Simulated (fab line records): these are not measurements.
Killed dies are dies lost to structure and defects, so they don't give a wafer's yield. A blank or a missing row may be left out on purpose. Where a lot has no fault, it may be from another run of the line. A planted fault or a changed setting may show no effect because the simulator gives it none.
The tool behind it: which one? / flow gf180mcu / Sampling: 6 lots, 18 wafers, 2 of 602 route steps

WHAT THE GAUGES SHOWED, per wafer
GF_CONTACT_THK_MEAS_01.
lot=L825; measured=day 16 16:51; on=filmMetro-04; CONTACT_CVD_00_THK (nm)=300 300 302
lot=L828; measured=day 17 19:35; on=filmMetro-04; CONTACT_CVD_00_THK (nm)=294 295 295
lot=L830; measured=day 18 14:25; on=filmMetro-03; CONTACT_CVD_00_THK (nm)=295 299 295
lot=L834; measured=day 20 02:58; on=filmMetro-03; CONTACT_CVD_00_THK (nm)=305 305 157
lot=L838; measured=day 21 10:44; on=filmMetro-04; CONTACT_CVD_00_THK (nm)=293 300 303
lot=L843; measured=day 23 02:40; on=filmMetro-03; CONTACT_CVD_00_THK (nm)=301 302 298

EACH LOT AND THE TOOL THAT RAN IT (in order: tool; ch and the chambers of the sampled wafers; start)
lot=L825; GF_CONTACT_CVD_00=hdpcvd-01 ch 0,2, day 16 16:49
lot=L828; GF_CONTACT_CVD_00=hdpcvd-01 ch 0,1,2, day 17 19:32
lot=L830; GF_CONTACT_CVD_00=hdpcvd-01 ch 0,2, day 18 14:22
lot=L834; GF_CONTACT_CVD_00=hdpcvd-02 ch 0,2, day 20 02:55
lot=L838; GF_CONTACT_CVD_00=hdpcvd-01 ch 0,1, day 21 10:41
lot=L843; GF_CONTACT_CVD_00=hdpcvd-02 ch 0,1,2, day 23 02:36
- GF_CONTACT_CVD_00: deposits SiO2, target thk 300 nm, time 50 s.

THE ANSWER, worked out from the rows above alone
Rule: the lots themselves supply what counts as usual. The widest of any qualifying gaps counts: lots, ordered by their means at a reading, are off when they make up no more than a third of the lots, leave a main group of 4 or more, and stand apart from it by 3 or more times the standard deviation of that group's means. The tables above print the reading to a certain number of digits; a main group whose means all agree to those digits is not used. A lot without any number at a reading at which 4 lots or more have one is off too. The other lots that the step has rows for count as sound.
Off: L834, at GF_CONTACT_THK_MEAS_01 (CONTACT_CVD_00_THK). The main group has a mean of 298 nm with a standard deviation of 2.3.
If a tool, at a process step before that reading, ran all the lots that are off and no sound lot after the first of them, it fits. The gauges at GF_CONTACT_THK_MEAS_01 are tried like those tools. Not one of the candidates tried fits.

WHAT WAS PUT IN BY THE SIMULATOR
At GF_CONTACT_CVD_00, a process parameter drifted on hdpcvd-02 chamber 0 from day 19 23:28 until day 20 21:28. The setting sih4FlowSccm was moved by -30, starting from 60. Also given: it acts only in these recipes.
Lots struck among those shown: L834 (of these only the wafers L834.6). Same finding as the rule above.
